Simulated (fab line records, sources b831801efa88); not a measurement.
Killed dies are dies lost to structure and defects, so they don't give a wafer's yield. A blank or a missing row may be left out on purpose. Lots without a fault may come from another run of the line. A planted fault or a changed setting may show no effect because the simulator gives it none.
Which tool did it? | flow sky130 | 11 lots, 33 wafers sampled, at 4 steps of a route of 708

WHAT THE GAUGES READ, wafer by wafer
SKY_CONTACT_CD_MEAS_14: target cd 170 nm.
lot  | measured     | on        | cd_nm (nm)
L600 | day 32 02:44 | cd_sem-02 | 172.1 169.5 168.7
L601 | day 32 00:47 | cd_sem-02 | 169.2 168.7 168.6
L604 | day 32 20:07 | cd_sem-02 | 171.1 170.7 169.5
L607 | day 34 12:46 | cd_sem-02 | 170.0 170.0 171.2
L608 | day 36 00:15 | cd_sem-02 | 170.6 169.8 171.2
L609 | day 35 21:34 | cd_sem-01 | 169.0 169.1 169.6
L615 | day 37 13:50 | cd_sem-01 | 169.6 169.9 169.0
L617 | day 37 22:15 | cd_sem-02 | 169.6 169.6 171.1
L618 | day 37 19:47 | cd_sem-02 | 168.8 170.8 169.5
L619 | day 38 09:33 | cd_sem-01 | 169.4 171.0 169.6
L620 | day 38 05:35 | cd_sem-01 | 169.4 169.6 169.9

WHICH TOOL RAN EACH LOT (tool, then ch and the chambers of the sampled wafers, then the start)
lot  | SKY_VT_ADJUST_HVTP_STRIP_10          | SKY_VT_ADJUST_LVTN_COAT_13        | SKY_VT_ADJUST_LVTN_STRIP_20
L600 | plasma_asher-01 ch 0,1, day 5 22:14  | litho_track-02 ch 0, day 7 01:01  | plasma_asher-02 ch 0,1, day 7 11:01
L601 | plasma_asher-03 ch 0,1, day 6 07:08  | litho_track-01 ch 0, day 7 11:17  | plasma_asher-02 ch 0, day 7 22:13
L604 | plasma_asher-02 ch 0, day 7 05:38    | litho_track-01 ch 0, day 8 11:59  | plasma_asher-01 ch 0,1, day 8 23:07
L607 | plasma_asher-02 ch 0,1, day 8 08:39  | litho_track-02 ch 0, day 9 17:19  | plasma_asher-01 ch 0,1, day 10 04:40
L608 | plasma_asher-02 ch 0,1, day 9 05:57  | litho_track-02 ch 0, day 10 12:11 | plasma_asher-01 ch 0,1, day 11 00:19
L609 | plasma_asher-02 ch 0,1, day 9 06:49  | litho_track-03 ch 0, day 10 15:37 | plasma_asher-01 ch 0,1, day 11 03:52
L615 | plasma_asher-03 ch 0,1, day 10 19:25 | litho_track-03 ch 0, day 12 06:34 | plasma_asher-02 ch 0,1, day 12 19:34
L617 | plasma_asher-01 ch 0,1, day 11 05:50 | litho_track-02 ch 0, day 12 17:32 | plasma_asher-04 ch 0,1, day 13 06:49
L618 | plasma_asher-02 ch 0,1, day 11 06:19 | litho_track-03 ch 0, day 12 17:38 | plasma_asher-02 ch 0,1, day 13 06:49
L619 | plasma_asher-01 ch 0,1, day 11 09:53 | litho_track-02 ch 0, day 12 22:43 | plasma_asher-04 ch 0,1, day 13 11:36
L620 | plasma_asher-03 ch 1, day 11 10:23   | litho_track-01 ch 0, day 13 00:04 | plasma_asher-01 ch 0,1, day 13 13:13
- SKY_VT_ADJUST_HVTP_STRIP_10: strips in O2/N2.
- SKY_VT_ADJUST_LVTN_COAT_13: resist thk 1140 nm.
- SKY_VT_ADJUST_LVTN_STRIP_20: strips in O2/N2.

WHAT THE TOOLS THEMSELVES READ (means of the sampled wafers that have a number; where no wafer has one, the mark that the record gives instead)
SKY_VT_ADJUST_HVTP_STRIP_10.
lot  | tool            | drypump_motor_current_A (A) | n2_flow_sccm (sccm) | oes_product_au (a.u.) | strip_time_to_endpoint_s (s)
L600 | plasma_asher-01 | 5.4                         | 300.9               | 0.718                 | 14.277
L601 | plasma_asher-03 | 5.5                         | 301.4               | 0.717                 | 14.258
L604 | plasma_asher-02 | 6.1                         | 300.4               | 0.715                 | 14.284
L607 | plasma_asher-02 | 5.8                         | 300.2               | 0.714                 | 14.276
L608 | plasma_asher-02 | 5.8                         | 299.7               | 0.716                 | 14.276
L609 | plasma_asher-02 | 5.8                         | 299.9               | 0.714                 | 14.291
L615 | plasma_asher-03 | 5.6                         | 300.5               | 0.718                 | 14.275
L617 | plasma_asher-01 | 5.4                         | 300.0               | 0.717                 | 14.232
L618 | plasma_asher-02 | 5.5                         | 300.4               | 0.714                 | 14.286
L619 | plasma_asher-01 | 5.4                         | 301.0               | 0.718                 | 14.283
L620 | plasma_asher-03 | 6.2                         | 300.7               | 0.717                 | 14.264

SKY_VT_ADJUST_LVTN_COAT_13.
lot  | tool           | resist_line_temp_C (C) | spin_speed_rpm (rpm)
L600 | litho_track-02 | 23.04                  | 3000.3
L601 | litho_track-01 | 22.95                  | 2997.3
L604 | litho_track-01 | 23.03                  | 3001.7
L607 | litho_track-02 | 23.06                  | 3001.5
L608 | litho_track-02 | 23.05                  | 3001.9
L609 | litho_track-03 | 22.87                  | 3000.0
L615 | litho_track-03 | 23.04                  | 3000.1
L617 | litho_track-02 | 23.03                  | 3124.1
L618 | litho_track-03 | 23.10                  | 3000.7
L619 | litho_track-02 | 22.89                  | 3128.2
L620 | litho_track-01 | 22.98                  | 2999.8

SKY_VT_ADJUST_LVTN_STRIP_20.
lot  | tool            | drypump_motor_current_A (A) | n2_flow_sccm (sccm) | oes_product_au (a.u.) | strip_time_to_endpoint_s (s)
L600 | plasma_asher-02 | 5.8                         | 300.2               | 0.720                 | 14.15
L601 | plasma_asher-02 | 6.1                         | 300.7               | 0.712                 | 14.26
L604 | plasma_asher-01 | 5.2                         | 300.3               | 0.720                 | 14.19
L607 | plasma_asher-01 | 5.5                         | 299.2               | 0.714                 | 14.10
L608 | plasma_asher-01 | 5.2                         | 299.8               | 0.715                 | 14.16
L609 | plasma_asher-01 | 5.5                         | 300.0               | 0.716                 | 14.20
L615 | plasma_asher-02 | 5.8                         | 299.7               | 0.716                 | 14.19
L617 | plasma_asher-04 | 5.4                         | 300.0               | 0.717                 | 13.89
L618 | plasma_asher-02 | 5.5                         | 300.4               | 0.720                 | 14.13
L619 | plasma_asher-04 | 5.4                         | 300.7               | 0.718                 | 13.88
L620 | plasma_asher-01 | 5.4                         | 301.1               | 0.710                 | 14.19

THE ANSWER, worked out from the rows above alone
Rule: what is usual is taken from the lots themselves. Put in order of their means at a reading, lots are off if they are a third of the lots or fewer, leave a main group of 4 or more, and stand apart from it by a gap of 3 or more times the standard deviation of the main group's means; of several such gaps the widest counts. A main group whose means are all the same, to the digits that the tables above print for the reading, isn't used. A lot without any number at a reading at which 4 lots or more have one is off too. The other lots that the step has rows for count as sound. The gauges are gone through in route order, then the tools' own readings, and for those a lot's mean is taken as printed above. The first step at which some lot is off is used, and at that step the reading that is off furthest; a lot without a number counts as furthest.
Off: L617, L619, at SKY_VT_ADJUST_LVTN_COAT_13 (spin_speed_rpm). The main group: mean 3000.4 rpm, standard deviation 1.3.
A tool fits if, at that step or a process step before it, it ran every lot that is off, and no sound lot after the first of them. Can't be told from this: 2 tools fit, plasma_asher-01 at SKY_VT_ADJUST_HVTP_STRIP_10, litho_track-02 at SKY_VT_ADJUST_LVTN_COAT_13.

WHAT THE SIMULATOR HAD PUT IN
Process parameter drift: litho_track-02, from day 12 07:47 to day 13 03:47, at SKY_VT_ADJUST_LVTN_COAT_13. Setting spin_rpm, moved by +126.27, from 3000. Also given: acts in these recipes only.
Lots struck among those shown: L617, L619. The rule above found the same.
